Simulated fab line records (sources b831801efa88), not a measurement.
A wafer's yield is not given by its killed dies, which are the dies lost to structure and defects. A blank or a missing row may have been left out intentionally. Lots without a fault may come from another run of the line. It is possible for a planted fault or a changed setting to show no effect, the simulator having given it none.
The tool behind it: which one? || flow gf180mcu || Sampling: 13 lots, 39 wafers, 5 of 602 route steps

WHAT THE GAUGES READ, wafer by wafer
GF_POLY_GATE_OVL_MEAS_11.
{"lot": "L264", "measured": "day 9 12:46", "on": "overlay-01", "POLY_GATE_OVL (nm)": "3 2 -5"}
{"lot": "L266", "measured": "day 10 04:19", "on": "overlay-01", "POLY_GATE_OVL (nm)": "-6 -2 -3"}
{"lot": "L267", "measured": "day 10 11:18", "on": "overlay-02", "POLY_GATE_OVL (nm)": "2 7 -2"}
{"lot": "L268", "measured": "day 10 17:19", "on": "overlay-01", "POLY_GATE_OVL (nm)": "-4 -8 -4"}
{"lot": "L270", "measured": "day 11 05:01", "on": "overlay-01", "POLY_GATE_OVL (nm)": "2 -1 -9"}
{"lot": "L271", "measured": "day 11 13:41", "on": "overlay-01", "POLY_GATE_OVL (nm)": "0 0 7"}
{"lot": "L274", "measured": "day 12 16:19", "on": "overlay-01", "POLY_GATE_OVL (nm)": "-3 -5 -2"}
{"lot": "L277", "measured": "day 13 18:04", "on": "overlay-02", "POLY_GATE_OVL (nm)": "-2 -2 -4"}
{"lot": "L276", "measured": "day 13 19:10", "on": "overlay-02", "POLY_GATE_OVL (nm)": "0 -9 -5"}
{"lot": "L279", "measured": "day 14 08:51", "on": "overlay-02", "POLY_GATE_OVL (nm)": "-13 -16 -8"}
{"lot": "L283", "measured": "day 15 06:28", "on": "overlay-01", "POLY_GATE_OVL (nm)": "3 5 1"}
{"lot": "L284", "measured": "day 15 11:46", "on": "overlay-02", "POLY_GATE_OVL (nm)": "1 1 -3"}
{"lot": "L286", "measured": "day 16 07:27", "on": "overlay-01", "POLY_GATE_OVL (nm)": "-13 -6 -3"}

GF_HV_LDD_CD_MEAS_46 targets a cd of 400 nm.
{"lot": "L264", "measured": "day 12 17:09", "on": "cd_sem-02", "cd_nm (nm)": "396.5 398.9 397.4"}
{"lot": "L266", "measured": "day 13 11:06", "on": "cd_sem-01", "cd_nm (nm)": "405.1 403.9 403.9"}
{"lot": "L267", "measured": "day 13 19:11", "on": "cd_sem-01", "cd_nm (nm)": "402.2 400.1 400.0"}
{"lot": "L268", "measured": "day 14 01:32", "on": "cd_sem-02", "cd_nm (nm)": "401.2 401.9 402.4"}
{"lot": "L270", "measured": "day 14 15:21", "on": "cd_sem-01", "cd_nm (nm)": "398.3 400.3 401.7"}
{"lot": "L271", "measured": "day 15 01:12", "on": "cd_sem-01", "cd_nm (nm)": "395.4 397.6 396.4"}
{"lot": "L274", "measured": "day 16 06:05", "on": "cd_sem-02", "cd_nm (nm)": "401.6 400.9 400.6"}
{"lot": "L277", "measured": "day 17 12:43", "on": "cd_sem-02", "cd_nm (nm)": "- - -"}
{"lot": "L276", "measured": "day 17 15:14", "on": "cd_sem-02", "cd_nm (nm)": "- - -"}
{"lot": "L279", "measured": "day 18 06:02", "on": "cd_sem-01", "cd_nm (nm)": "397.9 399.8 397.1"}
{"lot": "L283", "measured": "day 19 04:02", "on": "cd_sem-01", "cd_nm (nm)": "403.9 401.7 402.6"}
{"lot": "L284", "measured": "day 19 11:09", "on": "cd_sem-02", "cd_nm (nm)": "398.6 398.0 400.0"}
{"lot": "L286", "measured": "day 20 09:14", "on": "cd_sem-02", "cd_nm (nm)": "396.9 399.3 396.5"}

WHAT TOOL EACH LOT RAN ON (gives the tool, then ch and the chambers of the sampled wafers, and finally the start)
{"lot": "L264", "GF_VT_IMPLANT_RTA_45": "rtp_anneal-01 ch 0, day 7 21:12", "GF_DUAL_GATE_SOFTBAKE_07": "litho_track-04 ch 0, day 8 08:09", "GF_HV_LDD_COAT_41": "litho_track-03 ch 0, day 12 07:02"}
{"lot": "L266", "GF_VT_IMPLANT_RTA_45": "rtp_anneal-02 ch 0, day 8 12:49", "GF_DUAL_GATE_SOFTBAKE_07": "litho_track-03 ch 0, day 8 23:49", "GF_HV_LDD_COAT_41": "litho_track-03 ch 0, day 13 00:25"}
{"lot": "L267", "GF_VT_IMPLANT_RTA_45": "rtp_anneal-02 ch 0, day 8 19:03", "GF_DUAL_GATE_SOFTBAKE_07": "litho_track-04 ch 0, day 9 05:36", "GF_HV_LDD_COAT_41": "litho_track-01 ch 0, day 13 08:51"}
{"lot": "L268", "GF_VT_IMPLANT_RTA_45": "rtp_anneal-01 ch 0, day 8 22:33", "GF_DUAL_GATE_SOFTBAKE_07": "litho_track-03 ch 0, day 9 08:53", "GF_HV_LDD_COAT_41": "litho_track-03 ch 0, day 13 15:14"}
{"lot": "L270", "GF_VT_IMPLANT_RTA_45": "rtp_anneal-02 ch 0, day 9 10:29", "GF_DUAL_GATE_SOFTBAKE_07": "litho_track-03 ch 0, day 9 21:20", "GF_HV_LDD_COAT_41": "litho_track-03 ch 0, day 14 04:26"}
{"lot": "L271", "GF_VT_IMPLANT_RTA_45": "rtp_anneal-02 ch 0, day 9 19:21", "GF_DUAL_GATE_SOFTBAKE_07": "litho_track-04 ch 0, day 10 07:11", "GF_HV_LDD_COAT_41": "litho_track-03 ch 0, day 14 13:53"}
{"lot": "L274", "GF_VT_IMPLANT_RTA_45": "rtp_anneal-01 ch 0, day 10 19:44", "GF_DUAL_GATE_SOFTBAKE_07": "litho_track-01 ch 0, day 11 07:03", "GF_HV_LDD_COAT_41": "litho_track-02 ch 0, day 15 18:24"}
{"lot": "L277", "GF_VT_IMPLANT_RTA_45": "rtp_anneal-02 ch 0, day 11 21:13", "GF_DUAL_GATE_SOFTBAKE_07": "litho_track-01 ch 0, day 12 09:11", "GF_HV_LDD_COAT_41": "litho_track-01, day 17 01:05"}
{"lot": "L276", "GF_VT_IMPLANT_RTA_45": "rtp_anneal-01 ch 0, day 11 21:44", "GF_DUAL_GATE_SOFTBAKE_07": "litho_track-01 ch 0, day 12 10:03", "GF_HV_LDD_COAT_41": "litho_track-02, day 17 03:45"}
{"lot": "L279", "GF_VT_IMPLANT_RTA_45": "rtp_anneal-02 ch 0, day 12 08:26", "GF_DUAL_GATE_SOFTBAKE_07": "litho_track-04 ch 0, day 12 22:11", "GF_HV_LDD_COAT_41": "litho_track-01 ch 0, day 17 17:51"}
{"lot": "L283", "GF_VT_IMPLANT_RTA_45": "rtp_anneal-01 ch 0, day 13 06:11", "GF_DUAL_GATE_SOFTBAKE_07": "litho_track-01 ch 0, day 13 18:30", "GF_HV_LDD_COAT_41": "litho_track-02 ch 0, day 18 16:09"}
{"lot": "L284", "GF_VT_IMPLANT_RTA_45": "rtp_anneal-02 ch 0, day 13 10:10", "GF_DUAL_GATE_SOFTBAKE_07": "litho_track-03 ch 0, day 13 22:37", "GF_HV_LDD_COAT_41": "litho_track-01 ch 0, day 18 23:17"}
{"lot": "L286", "GF_VT_IMPLANT_RTA_45": "rtp_anneal-01 ch 0, day 14 03:41", "GF_DUAL_GATE_SOFTBAKE_07": "litho_track-01 ch 0, day 14 18:06", "GF_HV_LDD_COAT_41": "litho_track-01 ch 0, day 19 20:48"}
- GF_VT_IMPLANT_RTA_45: time 30 s.
- GF_DUAL_GATE_SOFTBAKE_07: time 62.44 s.
- GF_HV_LDD_COAT_41: resist thk 1000 nm.

WHAT THE TOOLS THEMSELVES READ (means of the sampled wafers that have a number; where no wafer has one, the mark that the record gives instead)
GF_VT_IMPLANT_RTA_45.
{"lot": "L264", "tool": "rtp_anneal-01", "lamp_power_pct (%)": 36.4, "wafer_temp_C_max": 1053.6}
{"lot": "L266", "tool": "rtp_anneal-02", "lamp_power_pct (%)": 39.6, "wafer_temp_C_max": 1054.2}
{"lot": "L267", "tool": "rtp_anneal-02", "lamp_power_pct (%)": 39.5, "wafer_temp_C_max": 1055.3}
{"lot": "L268", "tool": "rtp_anneal-01", "lamp_power_pct (%)": 36.5, "wafer_temp_C_max": 1052.9}
{"lot": "L270", "tool": "rtp_anneal-02", "lamp_power_pct (%)": 39.5, "wafer_temp_C_max": 1054.3}
{"lot": "L271", "tool": "rtp_anneal-02", "lamp_power_pct (%)": 39.6, "wafer_temp_C_max": 1054.9}
{"lot": "L274", "tool": "rtp_anneal-01", "lamp_power_pct (%)": 36.4, "wafer_temp_C_max": 1053.6}
{"lot": "L277", "tool": "rtp_anneal-02", "lamp_power_pct (%)": 39.5, "wafer_temp_C_max": 1054.5}
{"lot": "L276", "tool": "rtp_anneal-01", "lamp_power_pct (%)": 36.4, "wafer_temp_C_max": 1053.4}
{"lot": "L279", "tool": "rtp_anneal-02", "lamp_power_pct (%)": 39.6, "wafer_temp_C_max": 1055.5}
{"lot": "L283", "tool": "rtp_anneal-01", "lamp_power_pct (%)": 36.4, "wafer_temp_C_max": 1053.9}
{"lot": "L284", "tool": "rtp_anneal-02", "lamp_power_pct (%)": 39.6, "wafer_temp_C_max": 1054.8}
{"lot": "L286", "tool": "rtp_anneal-01", "lamp_power_pct (%)": 36.5, "wafer_temp_C_max": 1053.8}

GF_DUAL_GATE_SOFTBAKE_07.
{"lot": "L264", "tool": "litho_track-04", "chill_plate_temp_C (C)": 22.84, "plate_sensor_t_centre_C (C)": 90.750, "plate_sensor_t_edge_C (C)": 90.826, "softbake_temp_c (C)": 89.91}
{"lot": "L266", "tool": "litho_track-03", "chill_plate_temp_C (C)": 22.99, "plate_sensor_t_centre_C (C)": 90.757, "plate_sensor_t_edge_C (C)": 90.833, "softbake_temp_c (C)": 90.10}
{"lot": "L267", "tool": "litho_track-04", "chill_plate_temp_C (C)": 22.89, "plate_sensor_t_centre_C (C)": 90.752, "plate_sensor_t_edge_C (C)": 90.827, "softbake_temp_c (C)": 89.95}
{"lot": "L268", "tool": "litho_track-03", "chill_plate_temp_C (C)": 22.99, "plate_sensor_t_centre_C (C)": 90.751, "plate_sensor_t_edge_C (C)": 90.842, "softbake_temp_c (C)": 90.10}
{"lot": "L270", "tool": "litho_track-03", "chill_plate_temp_C (C)": 23.02, "plate_sensor_t_centre_C (C)": 90.752, "plate_sensor_t_edge_C (C)": 90.833, "softbake_temp_c (C)": 90.11}
{"lot": "L271", "tool": "litho_track-04", "chill_plate_temp_C (C)": 22.95, "plate_sensor_t_centre_C (C)": 90.759, "plate_sensor_t_edge_C (C)": 90.822, "softbake_temp_c (C)": 90.06}
{"lot": "L274", "tool": "litho_track-01", "chill_plate_temp_C (C)": 23.01, "plate_sensor_t_centre_C (C)": 90.772, "plate_sensor_t_edge_C (C)": 90.830, "softbake_temp_c (C)": 90.21}
{"lot": "L277", "tool": "litho_track-01", "chill_plate_temp_C (C)": 22.98, "plate_sensor_t_centre_C (C)": 90.755, "plate_sensor_t_edge_C (C)": 90.828, "softbake_temp_c (C)": 89.91}
{"lot": "L276", "tool": "litho_track-01", "chill_plate_temp_C (C)": 22.98, "plate_sensor_t_centre_C (C)": 90.767, "plate_sensor_t_edge_C (C)": 90.827, "softbake_temp_c (C)": 90.10}
{"lot": "L279", "tool": "litho_track-04", "chill_plate_temp_C (C)": 22.95, "plate_sensor_t_centre_C (C)": 90.765, "plate_sensor_t_edge_C (C)": 90.824, "softbake_temp_c (C)": 90.09}
{"lot": "L283", "tool": "litho_track-01", "chill_plate_temp_C (C)": 22.85, "plate_sensor_t_centre_C (C)": 90.755, "plate_sensor_t_edge_C (C)": 90.841, "softbake_temp_c (C)": 90.04}
{"lot": "L284", "tool": "litho_track-03", "chill_plate_temp_C (C)": 23.01, "plate_sensor_t_centre_C (C)": 90.753, "plate_sensor_t_edge_C (C)": 90.828, "softbake_temp_c (C)": 89.85}
{"lot": "L286", "tool": "litho_track-01", "chill_plate_temp_C (C)": 23.06, "plate_sensor_t_centre_C (C)": 90.748, "plate_sensor_t_edge_C (C)": 90.828, "softbake_temp_c (C)": 90.11}

GF_HV_LDD_COAT_41.
{"lot": "L264", "tool": "litho_track-03", "chill_plate_temp_C (C)": 22.91, "dispense_pressure_kPa (kPa)": 45}
{"lot": "L266", "tool": "litho_track-03", "chill_plate_temp_C (C)": 22.92, "dispense_pressure_kPa (kPa)": 45}
{"lot": "L267", "tool": "litho_track-01", "chill_plate_temp_C (C)": 22.99, "dispense_pressure_kPa (kPa)": 50}
{"lot": "L268", "tool": "litho_track-03", "chill_plate_temp_C (C)": 23.01, "dispense_pressure_kPa (kPa)": 45}
{"lot": "L270", "tool": "litho_track-03", "chill_plate_temp_C (C)": 23.08, "dispense_pressure_kPa (kPa)": 45}
{"lot": "L271", "tool": "litho_track-03", "chill_plate_temp_C (C)": 23.21, "dispense_pressure_kPa (kPa)": 45}
{"lot": "L274", "tool": "litho_track-02", "chill_plate_temp_C (C)": 22.97, "dispense_pressure_kPa (kPa)": 53}
{"lot": "L277", "tool": "litho_track-01", "chill_plate_temp_C (C)": "-", "dispense_pressure_kPa (kPa)": "-"}
{"lot": "L276", "tool": "litho_track-02", "chill_plate_temp_C (C)": "-", "dispense_pressure_kPa (kPa)": "-"}
{"lot": "L279", "tool": "litho_track-01", "chill_plate_temp_C (C)": 23.01, "dispense_pressure_kPa (kPa)": 50}
{"lot": "L283", "tool": "litho_track-02", "chill_plate_temp_C (C)": 22.97, "dispense_pressure_kPa (kPa)": 54}
{"lot": "L284", "tool": "litho_track-01", "chill_plate_temp_C (C)": 23.10, "dispense_pressure_kPa (kPa)": 50}
{"lot": "L286", "tool": "litho_track-01", "chill_plate_temp_C (C)": 22.88, "dispense_pressure_kPa (kPa)": 50}

THE ANSWER, worked out from the rows above alone
Rule: the usual values come from the lots themselves. The widest of any qualifying gaps counts: lots, ordered by their means at a reading, are off when they make up no more than a third of the lots, leave a main group of 4 or more, and stand apart from it by 3 or more times the standard deviation of that group's means. A main group is skipped when, at the precision printed for the reading in the tables above, its means are all equal. A lot without any number at a reading at which 4 lots or more have one is off too. Any other lot the step has rows for is counted as sound. Order of review: gauges by route order, followed by the tools' own readings, for which a lot's mean as printed above is used. At the first step where some lot is off, the reading lying furthest off is the one used; lots without a number count as furthest.
Off: L277, L276 (GF_HV_LDD_CD_MEAS_46, cd_nm). Without a number there: L277, L276. For the main group the mean is 400.0 nm and the standard deviation 2.3.
If a tool, at a process step before that reading, ran all the lots that are off and no sound lot after the first of them, it fits. The gauges at GF_HV_LDD_CD_MEAS_46 aren't tried: what is off there is off at GF_HV_LDD_COAT_41 too, on other tools, and a gauge's error can't cause that. No candidate that was tried fits.

WHAT THE SIMULATOR HAD PUT IN
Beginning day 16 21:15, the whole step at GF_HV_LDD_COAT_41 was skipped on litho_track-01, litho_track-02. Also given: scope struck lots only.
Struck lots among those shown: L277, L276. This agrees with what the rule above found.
